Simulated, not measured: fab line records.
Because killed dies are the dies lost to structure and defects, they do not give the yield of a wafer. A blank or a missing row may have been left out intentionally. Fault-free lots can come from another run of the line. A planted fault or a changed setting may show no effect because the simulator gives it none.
Comparing a struck lot with a sound one ; flow sfqLine ; 14 steps out of a route of 325
Sound: the wafers L827.1, L827.2, L827.5. Struck: wafer L822.1. (L822.2, L822.5 of the same lot were not struck and are left out.) The cause comes at the end.
Each step with rows lists, per side, the tool, then ch with its chambers, then its first start. Under that, the readings that differ: sound wafers ; struck wafers ; difference of the means ; sigmas: that difference in standard deviations of wafers without a fault.
alike: readings whose means differ by less than 2 such deviations, and words and numbers that are the same on both sides. not compared: withheld readings, readings that some wafer has no value for, bounds like >300 that may hide the same value, and numbers for which the record gives no deviation and whose values overlap.
Wherever a step has rows on one side only, a row that says differs or no value, or a row with sigmas, the two part there. Numbers that have no deviation but don't overlap get no sigmas and don't part them. A reading missing from all wafers of one side parts the sides only when that side holds two or more wafers.

SFQ_INCOMING_BOW_MEAS_900:
  sound on filmMetro-03, day 5 09:00; struck on filmMetro-01, day 4 08:00
  alike: INCOMING_BOW
then, 1 step without rows for these wafers: SFQ_TRILAYER_INCOMING_OXIDATION_002 (target thk 500 nm, ox time 4939 s).
SFQ_TRILAYER_L0_DEP_SPUTTER_003: material MoNx KI, target thk 40 nm, time 100 s.
  sound on pvdSputter-04, day 5 11:29; struck on pvdSputter-05, day 4 10:29
  alike: throttleValvePct
SFQ_L0_RS_MEAS_901: measurement is done with a four-point probe.
  sound on filmMetro-04, day 5 11:34; struck on filmMetro-01, day 4 10:34
  alike: L0_MONX_KI_RS
SFQ_L0_THK_MEAS_902: measures by xrf.
  sound on filmMetro-04, day 5 11:41; struck on filmMetro-01, day 4 10:41
  alike: L0_MONX_KI_THK
then, 6 steps without rows for these wafers: SFQ_TRILAYER_L0_LITHO_COAT_010 (resist thk 62 nm); SFQ_TRILAYER_L0_LITHO_COAT_005 (resist thk 600 nm); SFQ_TRILAYER_L0_LITHO_SOFTBAKE_009; SFQ_TRILAYER_L0_LITHO_EXPOSE_006 (exposes mask L0, target cd 2000 nm); SFQ_TRILAYER_L0_LITHO_PEB_008 (peb time 60 s); SFQ_TRILAYER_L0_LITHO_DEVELOP_007 (time 60 s).
-- the record jumps here: 3 days lie between the struck wafers' starts before and after --
SFQ_TRILAYER_L0_BARC_OPEN_METAL_ETCH_010: etches BARC in O2, target depth 125 nm, time 41.7 s.
  sound on rieMetal-03 ch 0,1, day 9 05:42; struck on rieMetal-01 ch 0, day 7 18:01
reading;sound;struck;difference;sigmas
model.KrF_of_TRILAYER_L0_LITHO_COAT_005.thkNm (nm);521.7 524.6 522.3;537.5;+14.6;
  alike: drypumpMotorCurrentA, oesProductAu
  not compared: rfHoursCounterH
SFQ_TRILAYER_L0_ETCH_METAL_ETCH_008: etches MoNx KI in SF6/O2, stops on SiO2, target depth 50 nm, time 25 s.
  sound on rieMetal-03 ch 0,1, day 9 05:46; struck on rieMetal-01 ch 0, day 7 18:05
reading;sound;struck;difference;sigmas
model.KrF_of_TRILAYER_L0_LITHO_COAT_005.thkNm (nm);479.3 482.5 479.6;495.4;+14.9;
  alike: drypumpMotorCurrentA, oesProductAu
  not compared: rfHoursCounterH
SFQ_TRILAYER_L0_STRIP_STRIP_009: strips in O2.
  sound on rieMetal-03 ch 0,1, day 9 05:48; struck on rieMetal-01 ch 0, day 7 18:08
  alike: drypumpMotorCurrentA, oesProductAu
  not compared: rfHoursCounterH

## WHERE THEY PART
Nowhere in this record.

WHY: what had been put in by the simulator
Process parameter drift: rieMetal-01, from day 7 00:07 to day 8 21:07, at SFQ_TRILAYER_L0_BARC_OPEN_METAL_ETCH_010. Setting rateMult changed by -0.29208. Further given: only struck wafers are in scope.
